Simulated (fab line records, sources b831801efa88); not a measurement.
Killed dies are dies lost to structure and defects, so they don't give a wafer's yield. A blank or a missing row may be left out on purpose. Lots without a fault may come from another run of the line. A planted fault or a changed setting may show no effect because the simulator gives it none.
fab line records | flow sky130
record lots=7 wafers=20 last_day=50
route steps=708 shown VT_ADJUST_HVTP@93 VT_ADJUST_LVTN@97 PAD_OPEN@708
lots that met no fault: from a run of the same line without faults
start_h: hours from the record's first day to the start of the lot's first wafer shown | wait_h: hours since the lot's step before | " the same as in the row above | L1.1+2: a row that stands for several wafers | - no value, or no start given | * or withheld: withheld | < > ~ a bound
route shown NAME@n: a module of which the file shows steps, and the number in the route of the first | usual: mean/standard deviation of fault-free wafers | same: alike in all rows | chamber/n: place in a boat | sites: the reading at each site | _std_site: their standard deviation | _edge_site: outer sites' mean less inner sites' | radius_mm: how far each site lies from the wafer's centre | mask NAME#n: copy n | behind: the tool/chamber that last shaped the wafer | hold: why the lot was held/for how many hours/how that ended | device: the transistor (n, p or np) that didn't switch | end of line: the same wafers' tests at the end of the route | a step without rows: its recipe alone | killed: dies lost to structure and defects at the first sort, not the wafer's yield | map: a wafer's dies, x killed, . not, _ none there
set.NAME: the setting as run; set.NAME@STEP: as run at that earlier step | model.NAME: the simulator's own value behind a step, which no gauge read
lots at some steps of the route; a table a step, a row a wafer
services: from which hour (start_h, from the record's first day; less than 0 if before it) a tool's chamber was out of use, for how many hours, and why
## steps
# step SKY_VT_ADJUST_HVTP_OVL_MEAS_08
# usual VT_ADJUST_HVTP_OVL=-0.2/1.1
# columns lot.wafer tool chamber start_h wait_h VT_ADJUST_HVTP_OVL[nm]
L778.1 overlay-02 - 176.73 0.1 0.4
L778.3 " - " " 0.2
L778.6 " - " " 0.8
L780.1 overlay-02 - 180.68 0.1 0.8
L780.2 " - " " -0.1
L780.6 " - " " -0.1
L781.3 overlay-01 - 183.46 0.1 0.5
L781.6 " - " " -0.6
L784.1 overlay-01 - 207.34 0.1 0.8
L784.2 " - " " 1.4
L784.3 " - " " 0.6
L790.2 overlay-02 - 246.38 0.1 -0.2
L790.4 " - " " -1.1
L790.5 " - " " 1.9
L791.2 overlay-02 - 252.01 0.1 1.3
L791.4 " - " " 0.0
L791.5 " - " " 1.3
L793.2 overlay-02 - 265.22 0.1 -1.3
L793.5 " - " " 0.7
L793.6 " - " " -1.1
# step SKY_VT_ADJUST_HVTP_IMPLANT_09
# recipe species=As energy_kev=150 dose_cm2=4.3e+12 tilt_deg=withheld
# step SKY_VT_ADJUST_HVTP_STRIP_10
# recipe chemistry=O2/N2 power_w=1400 pressure_mtorr=1500 platen_temp_c=withheld o2_flow_sccm=3000 n2_flow_sccm=300 overash_fraction=0.5
# usual drypump_motor_current_A=5.4/0.32 oes_product_au=0.715/0.0047 strip_time_to_endpoint_s=14.16/0.035
# columns lot.wafer tool chamber start_h wait_h drypump_motor_current_A oes_product_au rf_hours_counter_h strip_time_to_endpoint_s
L778.1 plasma_asher-02 0 176.92 0.1 5.0 0.704 47 14.18
L778.3 " 1 " " 5.7 0.707 - 14.15
L778.6 " 1 " " 5.7 0.724 - 14.14
L780.1 plasma_asher-04 0 180.86 0.1 5.1 0.709 36 14.17
L780.2 " 1 " " 5.8 0.706 36 14.19
L780.6 " 0 " " 5.1 0.720 - 14.18
L781.3 plasma_asher-02 1 183.66 0.1 5.7 0.711 - 14.15
L781.6 " 0 " " 5.1 0.718 - 14.19
L784.1 plasma_asher-04 0 207.53 0.1 5.1 0.724 39 14.17
L784.2 " 1 " " 5.9 0.711 39 14.16
L784.3 " 0 " " 5.1 0.724 - 14.21
L790.2 plasma_asher-03 0 246.56 0.1 5.3 0.716 11 14.27
L790.4 " 1 " " 5.2 0.709 - 14.21
L790.5 " 0 " " 5.3 0.723 - 14.21
L791.2 plasma_asher-02 0 252.19 0.1 5.0 0.717 55 14.15
L791.4 " 1 " " 5.7 0.718 - 14.18
L791.5 " 0 " " 5.1 0.715 - 14.19
L793.2 plasma_asher-04 1 265.40 0.1 5.8 0.712 45 14.16
L793.5 " 0 " " 5.1 0.715 - 14.15
L793.6 " 1 " " 5.8 0.713 - 14.16
# step SKY_VT_ADJUST_HVTP_TW_MEAS_11
# usual VT_ADJUST_HVTP_TW=1361/8.3
# columns lot.wafer tool chamber start_h wait_h VT_ADJUST_HVTP_TW
L778.1 film_metro-01 - 177.02 0.1 1368
L778.3 " - " " 1369
L778.6 " - " " 1364
L780.1 film_metro-02 - 180.96 0.1 1349
L780.2 " - " " 1343
L780.6 " - " " 1350
L781.3 film_metro-01 - 183.75 0.1 1362
L781.6 " - " " 1375
L784.1 film_metro-01 - 207.63 0.1 1373
L784.2 " - " " 1371
L784.3 " - " " 1372
L790.2 film_metro-03 - 246.67 0.1 1359
L790.4 " - " " 1369
L790.5 " - " " 1360
L791.2 film_metro-03 - 252.30 0.1 1363
L791.4 " - " " 1374
L791.5 " - " " 1365
L793.2 film_metro-03 - 265.51 0.1 1357
L793.5 " - " " 1354
L793.6 " - " " 1358
# step SKY_VT_ADJUST_LVTN_DEHYDRATE_00
# recipe temp_c=200 time_s=60
# step SKY_VT_ADJUST_LVTN_HMDS_01
# recipe prime_time_s=60 prime_temp_c=120
# step SKY_VT_ADJUST_LVTN_COAT_02
# recipe spin_rpm=2000 resist_thk_nm=3000
# step SKY_VT_ADJUST_LVTN_SOFTBAKE_03
# recipe temp_c=110 time_s=withheld
# step SKY_VT_ADJUST_LVTN_EXPOSE_04
# recipe mask_id=NWM_COMPLEMENT_LESS_NATIVE na=0.6 source_shape=conventional sigma_outer=0.6 polarization=unpolarized target_cd_nm=840 dose_mj=194
# step SKY_VT_ADJUST_LVTN_PEB_05
# recipe temp_c=115 time_s=withheld
# step SKY_VT_ADJUST_LVTN_DEVELOP_06
# recipe wall_angle_deg=90 developer=TMAH develop_time_s=60 dev_temp_c=23
# step SKY_VT_ADJUST_LVTN_OVL_MEAS_07
# usual VT_ADJUST_LVTN_OVL=-0.6/1.2
# columns lot.wafer tool chamber start_h wait_h VT_ADJUST_LVTN_OVL[nm]
L778.1 overlay-01 - 199.25 - -0.2
L778.3 " - " " -1.2
L778.6 " - " " 0.0
L780.1 overlay-02 - 203.05 - 0.3
L780.2 " - " " -0.4
L780.6 " - " " 0.5
L781.3 overlay-01 - 205.97 - -3.0
L781.6 " - " " -2.6
L784.1 overlay-01 - 230.17 - -0.8
L784.2 " - " " -1.1
L784.3 " - " " -2.4
L790.2 overlay-01 - 270.36 - -1.4
L790.4 " - " " 1.4
L790.5 " - " " -0.2
L791.2 overlay-02 - 276.96 - 0.4
L791.4 " - " " -1.1
L791.5 " - " " -0.2
L793.2 overlay-01 - 289.96 - 0.0
L793.5 " - " " -0.2
L793.6 " - " " -0.7
# step SKY_VT_ADJUST_LVTN_IMPLANT_08
# recipe species=B energy_kev=30 dose_cm2=1.57e+12 tilt_deg=withheld
# usual beam_energy_keV=30.000/0.0087 dose_ions_cm2=1.5703e+12/2e+09 end_station_pressure_torr=5.01e-06/2.5e-07
# columns lot.wafer tool chamber start_h wait_h beam_energy_keV dose_ions_cm2 end_station_pressure_torr
L778.1 implanter-04 0 199.29 0.0 30.021 1.569e+12 4.59e-06
L778.3 " 0 " " 30.006 1.5689e+12 4.73e-06
L778.6 " 0 " " 30.020 1.5697e+12 5.12e-06
L780.1 implanter-04 0 203.09 0.0 29.987 1.5721e+12 5.17e-06
L780.2 " 0 " " 30.005 1.5712e+12 4.66e-06
L780.6 " 0 " " 29.994 1.5702e+12 5.12e-06
L781.3 implanter-04 0 206.04 0.1 30.003 1.5701e+12 5.05e-06
L781.6 " 0 " " 29.978 1.5712e+12 5.32e-06
L784.1 implanter-04 0 230.21 0.0 29.995 1.5709e+12 5.03e-06
L784.2 " 0 " " 29.992 1.5703e+12 4.91e-06
L784.3 " 0 " " 30.009 1.5721e+12 4.72e-06
L790.2 implanter-03 0 270.41 0.0 29.998 1.5712e+12 4.93e-06
L790.4 " 0 " " 30.003 1.5693e+12 4.83e-06
L790.5 " 0 " " 30.012 1.5693e+12 5.21e-06
L791.2 implanter-03 0 277.02 0.0 30.008 1.5724e+12 4.87e-06
L791.4 " 0 " " 30.002 1.5689e+12 4.81e-06
L791.5 " 0 " " 30.004 1.5683e+12 4.9e-06
L793.2 implanter-04 0 290.02 0.0 29.988 1.569e+12 5.16e-06
L793.5 " 0 " " 29.996 1.5655e+12 4.92e-06
L793.6 " 0 " " 30.003 1.5699e+12 5.03e-06
# step SKY_VT_ADJUST_LVTN_STRIP_09
# recipe chemistry=O2/N2 power_w=1400 pressure_mtorr=1500 platen_temp_c=withheld o2_flow_sccm=3000 n2_flow_sccm=300 overash_fraction=0.5
# usual drypump_motor_current_A=5.5/0.42 oes_product_au=0.722/0.0046 strip_time_to_endpoint_s=36.89/0.11
# columns lot.wafer tool chamber start_h wait_h drypump_motor_current_A oes_product_au rf_hours_counter_h strip_time_to_endpoint_s
L778.1 plasma_asher-01 0 199.44 0.1 6.1 0.724 51 36.89
L778.3 " 0 " " 6.1 0.723 - 36.92
L778.6 " 1 " " 5.0 0.725 - 36.86
L780.1 plasma_asher-01 0 203.24 0.1 6.1 0.722 52 36.99
L780.2 " 1 " " 5.0 0.722 52 36.97
L780.6 " 0 " " 6.1 0.730 - 36.99
L781.3 plasma_asher-03 1 206.18 0.1 5.2 0.725 - 36.77
L781.6 " 1 " " 5.3 0.722 - 36.88
L784.1 plasma_asher-04 1 230.36 0.1 5.8 0.714 41 36.75
L784.2 " 0 " " 5.1 0.718 41 36.85
L784.3 " 1 " " 5.8 0.726 - 36.89
L790.2 plasma_asher-04 1 270.54 0.1 5.9 0.724 45 37.14
L790.4 " 1 " " 5.9 0.721 - 37.08
L790.5 " 0 " " 5.1 0.720 - 37.07
L791.2 plasma_asher-01 0 277.14 0.1 6.1 0.710 60 37.02
L791.4 " 1 " " 5.0 0.729 - 37.05
L791.5 " 1 " " 5.0 0.727 - 37.05
L793.2 plasma_asher-03 1 290.14 0.1 5.3 0.721 15 37.01
L793.5 " 0 " " 5.3 0.714 - 36.94
L793.6 " 1 " " 5.2 0.719 - 36.94
# step SKY_VT_ADJUST_LVTN_TW_MEAS_10
# usual VT_ADJUST_LVTN_TW=241.3/2.2
# columns lot.wafer tool chamber start_h wait_h VT_ADJUST_LVTN_TW
L778.1 film_metro-04 - 199.54 0.1 241.2
L778.3 " - " " 240.2
L778.6 " - " " 239.9
L780.1 film_metro-02 - 203.34 0.1 241.2
L780.2 " - " " 241.8
L780.6 " - " " 232.7
L781.3 film_metro-03 - 206.26 0.1 235.5
L781.6 " - " " 234.9
L784.1 film_metro-02 - 230.46 0.1 242.1
L784.2 " - " " 241.1
L784.3 " - " " 232.4
L790.2 film_metro-04 - 270.65 0.1 238.7
L790.4 " - " " 239.7
L790.5 " - " " 237.9
L791.2 film_metro-04 - 277.25 0.1 238.7
L791.4 " - " " 237.9
L791.5 " - " " 239.9
L793.2 film_metro-04 - 290.25 0.1 237.7
L793.5 " - " " 238.2
L793.6 " - " " 238.1
# step SKY_VT_ADJUST_LVTN_DEHYDRATE_11
# recipe temp_c=200 time_s=60
# step SKY_PAD_OPEN_PROBE_99
# usual killed_at_M0_to_M3=43/6.6 killed_at_M4_up=2.9/1.6 killed_at_contacts=24/4.9 killed_at_front_end=15/4.5 killed_at_other=0.2/0.45 killed_dies=86/8.8 killed_open=48/6.4 killed_short=38/5.6
# same gross_dies=492 killed_at_back_side=0
# columns lot.wafer tool chamber start_h wait_h killed_at_M0_to_M3 killed_at_M4_up killed_at_contacts killed_at_front_end killed_at_other killed_dies killed_open killed_short model.etest.nfet_01v8.drive_ua_um_range model.etest.nfet_01v8.vt_v_range
L778.1 prober-01 - 1136.93 0.1 49 2 33 18 0 102 51 51 10.64 0.01231
L778.3 prober-01 - 1137.03 0.2 39 2 34 15 1 91 59 32 10.53 0.005579
L778.6 prober-01 - 1137.18 0.2 53 3 26 11 0 93 45 48 9.709 0.006259
L781.3 prober-02 - 1140.13 0.2 51 6 23 7 1 88 45 43 20.06 0.02495
L781.6 prober-02 - 1140.28 0.2 38 2 29 13 0 82 46 36 20.28 0.0274
L780.2 prober-01 - 1141.34 0.1 49 3 21 18 0 91 52 39 7.155 0.006441
L780.6 prober-01 - 1141.54 0.2 37 0 20 13 1 71 39 32 16.49 0.02471
L784.1 prober-01 - 1157.48 0.1 32 4 22 10 1 69 44 25 10.59 0.007785
L784.2 prober-01 - 1157.53 0.1 52 4 25 12 1 94 56 38 10.49 0.01028
L784.3 prober-01 - 1157.58 0.2 49 2 28 10 0 89 57 32 20.95 0.02032
L790.2 prober-01 - 1188.29 0.1 33 3 23 14 0 73 44 29 9.469 0.01385
L790.4 prober-01 - 1188.39 0.2 41 2 24 16 0 83 45 38 7.352 0.007015
L790.5 prober-01 - 1188.44 0.2 40 2 20 21 0 83 43 40 6.766 0.008663
L791.2 prober-02 - 1190.42 0.1 59 1 14 6 0 80 47 33 7.874 0.01209
L791.4 prober-02 - 1190.52 0.2 38 3 29 10 1 81 53 28 9.903 0.005606
L791.5 prober-02 - 1190.57 0.2 43 4 25 17 0 89 47 42 7.352 0.009382
L793.2 prober-02 - 1203.83 0.1 27 2 21 6 0 56 31 25 7.438 0.01309
L793.5 prober-02 - 1203.98 0.2 44 6 29 5 0 84 49 35 10.02 0.01055
L793.6 prober-02 - 1204.03 0.2 34 2 26 9 0 71 35 36 13.75 0.006172
# killed by level:class
L778.1 CONTACT:geometric_particle:open=14 VIA3:geometric_particle:open=10 FIELD_ISO:geometric_particle:short=8 METAL1:geometric_particle:short=8 LI_CONTACT:geometric_particle:open=7 VIA1:geometric_particle:open=7 VIA2:geometric_particle:open=5 CONTACT:geometric_particle:short=5
L778.3 LI_CONTACT:geometric_particle:open=12 VIA1:geometric_particle:open=12 CONTACT:geometric_particle:open=9 VIA3:geometric_particle:open=9 FIELD_ISO:geometric_particle:open=6 CONTACT:geometric_particle:short=6 FIELD_ISO:geometric_particle:short=5 LI_CONTACT:geometric_particle:short=4
L778.6 VIA1:geometric_particle:open=11 VIA3:geometric_particle:open=8 METAL3:geometric_particle:short=7 LI_CONTACT:geometric_particle:open=7 METAL1:geometric_particle:short=7 CONTACT:geometric_particle:open=7 CONTACT:geometric_particle:short=5 FIELD_ISO:geometric_particle:short=4
L781.3 VIA1:geometric_particle:open=13 VIA3:geometric_particle:open=9 CONTACT:geometric_particle:open=8 LI_CONTACT:geometric_particle:open=6 CONTACT:geometric_particle:short=6 METAL1:geometric_particle:short=5 METAL2:geometric_particle:short=5 VIA1:geometric_particle:short=4
L781.6 LI_CONTACT:geometric_particle:open=10 CONTACT:geometric_particle:open=10 VIA1:geometric_particle:open=8 FIELD_ISO:geometric_particle:short=7 VIA3:geometric_particle:open=6 METAL1:geometric_particle:short=5 VIA1:geometric_particle:short=5 LI_CONTACT:geometric_particle:short=4
L780.2 VIA1:geometric_particle:open=14 CONTACT:geometric_particle:open=8 VIA3:geometric_particle:open=7 POLY_GATE:geometric_particle:open=7 CONTACT:geometric_particle:short=7 METAL1:geometric_particle:short=6 FIELD_ISO:geometric_particle:short=6 VIA2:geometric_particle:open=6
L780.6 VIA1:geometric_particle:open=15 CONTACT:geometric_particle:open=6 LI_CONTACT:geometric_particle:open=5 CONTACT:geometric_particle:short=5 VIA1:geometric_particle:short=5 VIA3:geometric_particle:open=5 POLY_GATE:geometric_particle:short=3 SPACER:geometric_particle:short=3
L784.1 CONTACT:geometric_particle:open=11 VIA1:geometric_particle:open=9 VIA3:geometric_particle:open=7 LI_CONTACT:geometric_particle:open=6 VIA1:geometric_particle:short=5 FIELD_ISO:geometric_particle:short=4 CONTACT:geometric_particle:short=3 FIELD_ISO:geometric_particle:open=2
L784.2 VIA1:geometric_particle:open=12 VIA3:geometric_particle:open=12 VIA1:geometric_particle:short=9 LI_CONTACT:geometric_particle:open=8 CONTACT:geometric_particle:open=7 CONTACT:geometric_particle:short=5 POLY_GATE:geometric_particle:short=4 LOCAL_INTERCONNECT:geometric_particle:short=4
L784.3 CONTACT:geometric_particle:open=15 VIA1:geometric_particle:open=11 VIA3:geometric_particle:open=10 LI_CONTACT:geometric_particle:open=5 METAL2:geometric_particle:short=5 FIELD_ISO:geometric_particle:open=4 VIA3:geometric_particle:short=4 METAL1:geometric_particle:open=4
L790.2 CONTACT:geometric_particle:open=8 LI_CONTACT:geometric_particle:open=7 VIA1:geometric_particle:open=6 VIA3:geometric_particle:open=6 FIELD_ISO:geometric_particle:open=5 METAL1:geometric_particle:short=5 VIA2:geometric_particle:open=5 CONTACT:geometric_particle:short=4
L790.4 VIA1:geometric_particle:open=9 FIELD_ISO:geometric_particle:open=6 LI_CONTACT:geometric_particle:open=6 VIA2:geometric_particle:open=6 CONTACT:geometric_particle:open=5 CONTACT:geometric_particle:short=5 METAL2:geometric_particle:short=5 METAL3:geometric_particle:short=4
L790.5 CONTACT:geometric_particle:open=9 VIA1:geometric_particle:open=7 POLY_GATE:geometric_particle:open=6 VIA2:geometric_particle:short=6 VIA2:geometric_particle:open=6 FIELD_ISO:geometric_particle:short=5 CONTACT:geometric_particle:short=5 POLY_GATE:geometric_particle:short=4
L791.2 VIA1:geometric_particle:open=14 METAL1:geometric_particle:short=12 CONTACT:geometric_particle:open=9 VIA2:geometric_particle:open=9 METAL2:geometric_particle:short=5 METAL1:geometric_particle:open=5 VIA3:geometric_particle:open=4 VIA1:geometric_particle:short=4
L791.4 LI_CONTACT:geometric_particle:open=12 VIA1:geometric_particle:open=11 CONTACT:geometric_particle:open=9 METAL1:geometric_particle:short=5 VIA2:geometric_particle:open=5 VIA3:geometric_particle:open=4 METAL1:geometric_particle:open=4 LI_CONTACT:geometric_particle:short=4
L791.5 VIA1:geometric_particle:open=10 VIA1:geometric_particle:short=9 CONTACT:geometric_particle:open=8 FIELD_ISO:geometric_particle:open=7 LOCAL_INTERCONNECT:geometric_particle:short=6 VIA3:geometric_particle:open=5 POLY_GATE:geometric_particle:short=4 LI_CONTACT:geometric_particle:open=4
L793.2 VIA1:geometric_particle:open=7 LI_CONTACT:geometric_particle:open=6 VIA2:geometric_particle:open=6 CONTACT:geometric_particle:open=5 LI_CONTACT:geometric_particle:short=4 METAL1:geometric_particle:short=4 LOCAL_INTERCONNECT:geometric_particle:short=3 VIA1:geometric_particle:short=3
L793.5 VIA1:geometric_particle:open=14 CONTACT:geometric_particle:open=10 VIA2:geometric_particle:open=10 LI_CONTACT:geometric_particle:open=9 VIA1:geometric_particle:short=6 METAL4:geometric_particle:short=5 LOCAL_INTERCONNECT:geometric_particle:short=4 METAL1:geometric_particle:short=4
L793.6 CONTACT:geometric_particle:open=11 VIA1:geometric_particle:open=8 CONTACT:geometric_particle:short=6 METAL2:geometric_particle:short=6 VIA3:geometric_particle:open=5 LI_CONTACT:geometric_particle:short=4 LI_CONTACT:geometric_particle:open=4 VIA2:geometric_particle:short=4
## services
# columns tool chamber start_h hours kind
implanter-04 - 162.19 4.1 pm
implanter-04 - 180.28 0.9 repair
plasma_asher-03 - 184.82 1.2 repair
implanter-03 - 217.47 3.4 repair
plasma_asher-02 - 226.92 0.7 repair
plasma_asher-03 - 231.71 14.6 pm
implanter-04 - 246.48 5.3 repair
implanter-03 - 285.94 2.9 repair
## key
first_sign step=SKY_VT_ADJUST_LVTN_TW_MEAS_10 reading=VT_ADJUST_LVTN_TW direction=down sigmas=3.5 usual=241.3 struck=233.9
effect none on later readings
model_effect step=SKY_PAD_OPEN_PROBE_99 value=etest.nfet_01v8.drive_ua_um_range without=7.669 struck=19.45
met_at SKY_VT_ADJUST_LVTN_IMPLANT_08
struck_wafers L780.6,L781.3,L781.6,L784.3
tester_left_out L780,L781,L784
onset_between 199.29 203.09
fault kind=process_parameter_drift tool=implanter-04 chamber=- onset_h=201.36 steps=SKY_VT_ADJUST_LVTN_IMPLANT_08 channel=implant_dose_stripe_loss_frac offset=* shape=step end_h=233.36 scope=struck_wafers_only
# tester_left_out: of these lots the tester's yield and bins aren't shown, on N5 and GAA mostly nor the transistor test; their killed dies are dies lost to structure and defects alone, not to doping, threshold or leakage, so they don't give the yield
